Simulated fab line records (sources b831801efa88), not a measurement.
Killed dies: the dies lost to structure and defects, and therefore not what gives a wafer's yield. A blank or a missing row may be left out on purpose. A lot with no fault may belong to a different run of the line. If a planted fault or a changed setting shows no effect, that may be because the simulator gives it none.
fab line records    flow sky130
[record] lots = 6  wafers = 18  last-day = 49
route steps=708 shown SD_P@326 RES_XHIGH@332 SD_N@342
lots that met no fault: taken from a fault-free run of the same line
start-h: start of the lot's first displayed wafer, in hours after the record's first day    wait-h: time in hours since the lot's previous step    " repeats the value in the row above    L1.1+2: a row that stands for several wafers    - no value, or no start given    * or withheld: withheld    < > ~ a bound
route shown NAME@n: NAME is a module with steps in the file, n the number in the route of the first one    usual: mean/standard deviation of fault-free wafers    same: alike in all rows    chamber/n: place in a boat    sites: readings site by site    _std_site: their standard deviation    _edge_site: inner sites' mean taken away from outer sites' mean    radius-mm: how far each site lies from the wafer's centre    mask NAME#n: copy n    behind: the tool/chamber that last shaped the wafer    hold: reason for holding the lot/hours on hold/outcome of the hold    device: transistor that didn't switch, given as n, p or np    end of line: the same wafers' tests at the end of the route    a step without rows: its recipe alone    killed: dies that structure and defects cost at the first sort, which is not the same as the wafer's yield    map: a wafer's dies, x killed, . not, _ none there
set.NAME: the setting as run; set.NAME@STEP: as run at that earlier step    model.NAME: the simulator's own value behind a step, which no gauge read
lots at some steps of the route; a table a step, a row a wafer
services: when a tool's chamber went out of use (start-h, in hours from the record's first day, below 0 if earlier), for how many hours, and the reason
[[steps]]
[step SKY_SD_P_DEVELOP_06]
[recipe] resist = NOVOLAK  developer = TMAH  develop-time-s = 60  dev-temp-c = 23
[step SKY_SD_P_CD_MEAS_07]
[recipe] target-cd-nm = 380
[usual] cd-nm = 380.2/2.7
lot.wafer  tool       chamber  start-h  wait-h  cd-nm
L322.1     cd-sem-02  -        599.36   0.1     378.5
L322.5     "          -        "        "       378.5
L322.6     "          -        "        "       379.0
L323.3     cd-sem-01  -        605.90   0.1     376.2
L323.4     "          -        "        "       375.9
L323.5     "          -        "        "       376.1
L328.2     cd-sem-01  -        653.26   0.1     383.0
L328.4     "          -        "        "       382.0
L328.5     "          -        "        "       383.8
L329.2     cd-sem-01  -        670.08   0.1     385.2
L329.4     "          -        "        "       385.2
L329.5     "          -        "        "       385.1
L332.2     cd-sem-02  -        690.98   0.1     384.3
L332.3     "          -        "        "       380.2
L332.5     "          -        "        "       382.8
L336.2     cd-sem-01  -        720.26   0.1     383.2
L336.4     "          -        "        "       381.0
L336.5     "          -        "        "       381.3
[step SKY_SD_P_OVL_MEAS_08]
[usual] SD_P_OVL = -0.4/1.4
lot.wafer  tool        chamber  start-h  wait-h  SD_P_OVL[nm]
L322.1     overlay-01  -        599.48   0.1     -1.1
L322.5     "           -        "        "       -1.2
L322.6     "           -        "        "       -1.2
L323.3     overlay-01  -        605.99   0.1     0.3
L323.4     "           -        "        "       0.8
L323.5     "           -        "        "       -1.0
L328.2     overlay-01  -        653.36   0.1     -2.6
L328.4     "           -        "        "       -2.3
L328.5     "           -        "        "       -0.7
L329.2     overlay-01  -        670.19   0.1     1.8
L329.4     "           -        "        "       1.2
L329.5     "           -        "        "       1.1
L332.2     overlay-02  -        691.09   0.1     -2.6
L332.3     "           -        "        "       -0.3
L332.5     "           -        "        "       -0.8
L336.2     overlay-01  -        720.36   0.1     -1.2
L336.4     "           -        "        "       -3.0
L336.5     "           -        "        "       -0.2
[step SKY_SD_P_IMPLANT_09]
[recipe] species = BF2  energy-kev = 20  dose-cm2 = 3e+15  tilt-deg = 0
[step SKY_SD_P_STRIP_10]
[recipe] chemistry = O2/N2  power-w = 1400  pressure-mtorr = 1500  platen-temp-c = withheld  o2-flow-sccm = 3000  n2-flow-sccm = 300  overash-fraction = 0.5
[usual] drypump-motor-current-A = 5.6/0.47  oes-product-au = 0.618/0.0045  strip-time-to-endpoint-s = 17.50/0.048
lot.wafer  tool             chamber  start-h  wait-h  drypump-motor-current-A  oes-product-au  rf-hours-counter-h  strip-time-to-endpoint-s
L322.1     plasma-asher-01  1        599.67   0.1     5.8                      0.620           49                  17.58
L322.5     "                1        "        "       5.8                      0.621           -                   17.57
L322.6     "                0        "        "       5.0                      0.622           -                   17.57
L323.3     plasma-asher-02  0        606.20   0.1     6.4                      0.623           -                   17.54
L323.4     "                1        "        "       5.7                      0.620           -                   17.54
L323.5     "                1        "        "       5.7                      0.620           -                   17.51
L328.2     plasma-asher-01  0        653.54   0.1     4.9                      0.611           54                  17.47
L328.4     "                1        "        "       5.8                      0.622           -                   17.47
L328.5     "                0        "        "       5.0                      0.616           -                   17.45
L329.2     plasma-asher-03  0        670.37   0.1     5.0                      0.608           22                  17.57
L329.4     "                0        "        "       5.1                      0.624           -                   17.54
L329.5     "                1        "        "       5.7                      0.608           -                   17.50
L332.2     plasma-asher-01  1        691.27   0.1     5.7                      0.615           58                  17.48
L332.3     "                1        "        "       5.7                      0.626           -                   17.49
L332.5     "                1        "        "       5.7                      0.618           -                   17.45
L336.2     plasma-asher-01  1        720.54   0.1     5.8                      0.619           61                  17.53
L336.4     "                1        "        "       5.8                      0.621           -                   17.56
L336.5     "                1        "        "       5.8                      0.620           -                   17.50
[step SKY_SD_P_TW_MEAS_11]
[usual] SD_P_TW = 2803/47
lot.wafer  tool           chamber  start-h  wait-h  SD_P_TW
L322.1     film-metro-02  -        599.77   0.1     2809
L322.5     "              -        "        "       2812
L322.6     "              -        "        "       2809
L323.3     film-metro-01  -        606.29   0.1     2740
L323.4     "              -        "        "       2741
L323.5     "              -        "        "       2727
L328.2     film-metro-01  -        653.65   0.1     2740
L328.4     "              -        "        "       2746
L328.5     "              -        "        "       2731
L329.2     film-metro-01  -        670.48   0.1     2728
L329.4     "              -        "        "       2726
L329.5     "              -        "        "       2715
L332.2     film-metro-04  -        691.38   0.1     2845
L332.3     "              -        "        "       2838
L332.5     "              -        "        "       2856
L336.2     film-metro-01  -        720.65   0.1     2738
L336.4     "              -        "        "       2747
L336.5     "              -        "        "       2729
[step SKY_RES_XHIGH_DEHYDRATE_00]
[recipe] temp-c = 200  time-s = 60
[step SKY_RES_XHIGH_HMDS_01]
[recipe] prime-time-s = 60  prime-temp-c = 120
[step SKY_RES_XHIGH_COAT_02]
[recipe] resist = NOVOLAK  spin-rpm = 3000  resist-thk-nm = 1140
[step SKY_RES_XHIGH_SOFTBAKE_03]
[recipe] temp-c = 90  time-s = 60  resist = NOVOLAK
[step SKY_RES_XHIGH_EXPOSE_04]
[recipe] mask-id = URPM  na = 0.6  source-shape = conventional  sigma-outer = 0.6  polarization = unpolarized  target-cd-nm = 1270  dose-mj = 140
[step SKY_RES_XHIGH_PEB_05]
[recipe] temp-c = withheld  time-s = *  resist = NOVOLAK
[step SKY_RES_XHIGH_DEVELOP_06]
[recipe] resist = NOVOLAK  developer = TMAH  develop-time-s = 60  dev-temp-c = 23
[usual] chill-plate-temp-C = 23.00/0.096  develop-time-s = 60/0  resist-line-temp-C = 23.02/0.099
lot.wafer  tool            chamber  start-h  wait-h  chill-plate-temp-C  develop-time-s  resist-line-temp-C
L322.1     litho-track-04  0        628.26   0.1     23.11               60              23.11
L322.5     "               0        "        "       22.94               60              23.05
L322.6     "               0        "        "       22.96               60              23.18
L323.3     litho-track-03  0        634.46   0.1     22.91               60              22.94
L323.4     "               0        "        "       23.01               60              23.05
L323.5     "               0        "        "       23.00               60              23.04
L328.2     litho-track-04  -        681.79   0.1     -                   -               -
L328.4     "               -        "        "       -                   -               -
L328.5     "               -        "        "       -                   -               -
L329.2     litho-track-02  -        698.60   0.1     -                   -               -
L329.4     "               -        "        "       -                   -               -
L329.5     "               -        "        "       -                   -               -
L332.2     litho-track-04  0        718.64   0.1     23.21               60              23.16
L332.3     "               0        "        "       23.17               60              23.05
L332.5     "               0        "        "       23.23               60              22.98
L336.2     litho-track-04  0        747.34   0.1     22.80               60              22.88
L336.4     "               0        "        "       22.82               60              23.11
L336.5     "               0        "        "       22.94               60              22.96
[step SKY_RES_XHIGH_IMPLANT_07]
[recipe] species = BF2  energy-kev = 20  dose-cm2 = 3.6e+14  tilt-deg = 0
[step SKY_RES_XHIGH_STRIP_08]
[recipe] chemistry = O2/N2  power-w = 1400  pressure-mtorr = 1500  platen-temp-c = withheld  o2-flow-sccm = 3000  n2-flow-sccm = 300  overash-fraction = 0.5
[usual] drypump-motor-current-A = 5.5/0.4  oes-product-au = 0.711/0.0046  strip-time-to-endpoint-s = 14.25/0.046
lot.wafer  tool             chamber  start-h  wait-h  drypump-motor-current-A  oes-product-au  rf-hours-counter-h  strip-time-to-endpoint-s
L322.1     plasma-asher-03  1        628.56   0.1     5.7                      0.712           19                  14.25
L322.5     "                0        "        "       5.1                      0.703           -                   14.26
L322.6     "                1        "        "       5.8                      0.710           -                   14.28
L323.3     plasma-asher-03  0        634.74   0.1     5.1                      0.711           -                   14.21
L323.4     "                1        "        "       5.7                      0.711           -                   14.17
L323.5     "                0        "        "       5.1                      0.718           -                   14.17
L328.2     plasma-asher-01  1        682.06   0.1     5.8                      0.710           57                  14.21
L328.4     "                0        "        "       5.0                      0.716           -                   14.22
L328.5     "                1        "        "       5.8                      0.707           -                   14.20
L329.2     plasma-asher-01  1        698.88   0.1     5.8                      0.712           59                  14.23
L329.4     "                0        "        "       5.0                      0.715           -                   14.24
L329.5     "                1        "        "       5.8                      0.712           -                   14.22
L332.2     plasma-asher-03  0        719.05   0.1     5.1                      0.713           28                  14.25
L332.3     "                0        "        "       5.1                      0.715           -                   14.20
L332.5     "                1        "        "       5.7                      0.718           -                   14.22
L336.2     plasma-asher-01  1        747.61   0.1     5.8                      0.708           63                  14.27
L336.4     "                0        "        "       5.0                      0.712           -                   14.28
L336.5     "                1        "        "       5.8                      0.709           -                   14.25
[step SKY_RES_XHIGH_TW_MEAS_09]
[usual] RES_XHIGH_TW = 1620/29
lot.wafer  tool           chamber  start-h  wait-h  RES_XHIGH_TW
L322.1     film-metro-01  -        628.66   0.1     1593
L322.5     "              -        "        "       1586
L322.6     "              -        "        "       1586
L323.3     film-metro-04  -        634.83   0.1     1654
L323.4     "              -        "        "       1661
L323.5     "              -        "        "       1661
L328.2     film-metro-02  -        682.17   0.1     30
L328.4     "              -        "        "       30
L328.5     "              -        "        "       30
L329.2     film-metro-02  -        698.99   0.1     30
L329.4     "              -        "        "       30
L329.5     "              -        "        "       30
L332.2     film-metro-01  -        719.16   0.1     1593
L332.3     "              -        "        "       1595
L332.5     "              -        "        "       1602
L336.2     film-metro-01  -        747.72   0.1     1586
L336.4     "              -        "        "       1584
L336.5     "              -        "        "       1591
[step SKY_SD_N_DEHYDRATE_00]
[recipe] temp-c = 200  time-s = 60
[[services]]
tool             chamber  start-h  hours  kind
plasma-asher-01  -        625.81   5.2    repair
plasma-asher-03  -        640.19   10.2   repair
plasma-asher-02  -        671.01   5.6    repair
plasma-asher-01  -        735.04   12.5   repair
[[key]]
[first-sign] step = SKY_RES_XHIGH_DEVELOP_06  reading = tool-record  direction = missing
[effect] step = SKY_RES_XHIGH_TW_MEAS_09  reading = RES_XHIGH_TW  direction = down  sigmas = 54  usual = 1620  struck = 30
met-at SKY_RES_XHIGH_DEVELOP_06
struck-wafers L328.2,L328.4,L328.5,L329.2,L329.4,L329.5
sort-left-out L328.2,L328.4,L328.5,L329.2,L329.4,L329.5
tester-left-out L328,L329
onset-between 628.26 681.79
[fault] kind = skipped-step-whole  tool = litho-track-02,litho-track-04  chamber = -  onset-h = 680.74  steps = SKY_RES_XHIGH_DEVELOP_06  scope = struck-lots-only
// tester-left-out: of these lots the tester's yield and bins aren't shown, on N5 and GAA mostly nor the transistor test; their killed dies are dies lost to structure and defects alone, not to doping, threshold or leakage, so they don't give the yield
// sort-left-out: the simulated sort isn't trusted on such a fault, so these wafers' sort isn't shown, and their yield isn't known
